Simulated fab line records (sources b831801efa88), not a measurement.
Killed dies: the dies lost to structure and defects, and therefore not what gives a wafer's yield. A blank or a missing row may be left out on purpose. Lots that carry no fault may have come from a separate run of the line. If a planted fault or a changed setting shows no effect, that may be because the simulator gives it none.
2 desks, one fault + flow gf180mcu + each desk has only its own numbers; what lay behind them comes last

== AT THE METROLOGY DESK ==
What the gauges read, lot by lot, whatever tool the lot ran on: means of the sampled wafers that have a number. The brackets show how far a lot's mean lies from the usual mean; more than 4 standard deviations puts the lot out of limits, marked OUT.
Columns: A = V3_CVD_02_THK at GF_V3_THK_MEAS_03, usual 847 nm
| lot  | first seen here | A   |
|------|-----------------|-----|
| L382 | day 21 06:46    | 840 |
| L383 | day 21 14:43    | 825 |
| L384 | day 22 03:12    | 845 |
| L387 | day 23 05:33    | 850 |
| L389 | day 24 01:20    | 862 |
| L390 | day 24 12:11    | 839 |
| L391 | day 24 18:24    | 853 |
| L392 | day 25 01:10    | 843 |
| L393 | day 25 05:50    | 847 |
| L396 | day 26 08:52    | 843 |
| L397 | day 26 17:13    | 855 |
| L398 | day 26 20:08    | 860 |
| L400 | day 27 12:44    | 850 |
| L403 | day 28 08:42    | 848 |
This desk's verdict: no lot among the 14 shows anything out of limits.

== TOOL OWNER'S DESK, litho-track-04 ==
Per lot that ran on this tool, the mean of the sampled wafers carrying a number, from the tool's own readings at GF_V2_SOFTBAKE_10 (time 60 s). The brackets show how far a lot's mean lies from the usual mean; more than 4 standard deviations puts the lot out of limits, marked OUT.
Columns: A = heater-power-total-W at GF_V2_SOFTBAKE_10, usual 93.04 W; B = run-length-s at GF_V2_SOFTBAKE_10, usual 89.13 s
| lot  | first seen here | A               | B                |
|------|-----------------|-----------------|------------------|
| L382 | day 19 16:00    | 93.03           | 89.24            |
| L387 | day 21 15:00    | 93.05           | 89.23            |
| L390 | day 22 23:00    | 93.04           | 89.24            |
| L392 | day 23 13:00    | 93.02           | 89.32            |
| L393 | day 23 18:00    | 93.03           | 89.26            |
| L397 | day 25 07:00    | 95.29 (+36) OUT | 85.30 (-16) OUT  |
| L398 | day 25 10:00    | 94.17 (+18) OUT | 87.22 (-8.0) OUT |
| L400 | day 26 03:00    | 95.27 (+36) OUT | 85.34 (-16) OUT  |
Finding of this desk: L397, L398, L400 out of limits; the first was L397 at day 25 07:00, on heater-power-total-W at GF_V2_SOFTBAKE_10. L382, L387, L390, L392, L393: within limits.

== BROUGHT TOGETHER ==
An alarm could have come from the tool owner's desk at day 25 07:00, on L397, L398, L400.
From the metrology desk's view, nothing was out of limits.
The metrology desk holds a record of L397, L398, L400, inside its limits.
Of the lots named, all ran GF_V2_SOFTBAKE_10 on litho-track-04.

== WHAT THE SIMULATOR HAD INSERTED ==
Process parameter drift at GF_V2_SOFTBAKE_10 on litho-track-04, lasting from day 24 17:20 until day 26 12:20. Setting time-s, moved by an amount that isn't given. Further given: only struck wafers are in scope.
Struck lots among those shown: L397, L398, L400.
Time in hours from fault onset to the first out-of-limits reading at each desk: the tool owner's desk, 14.
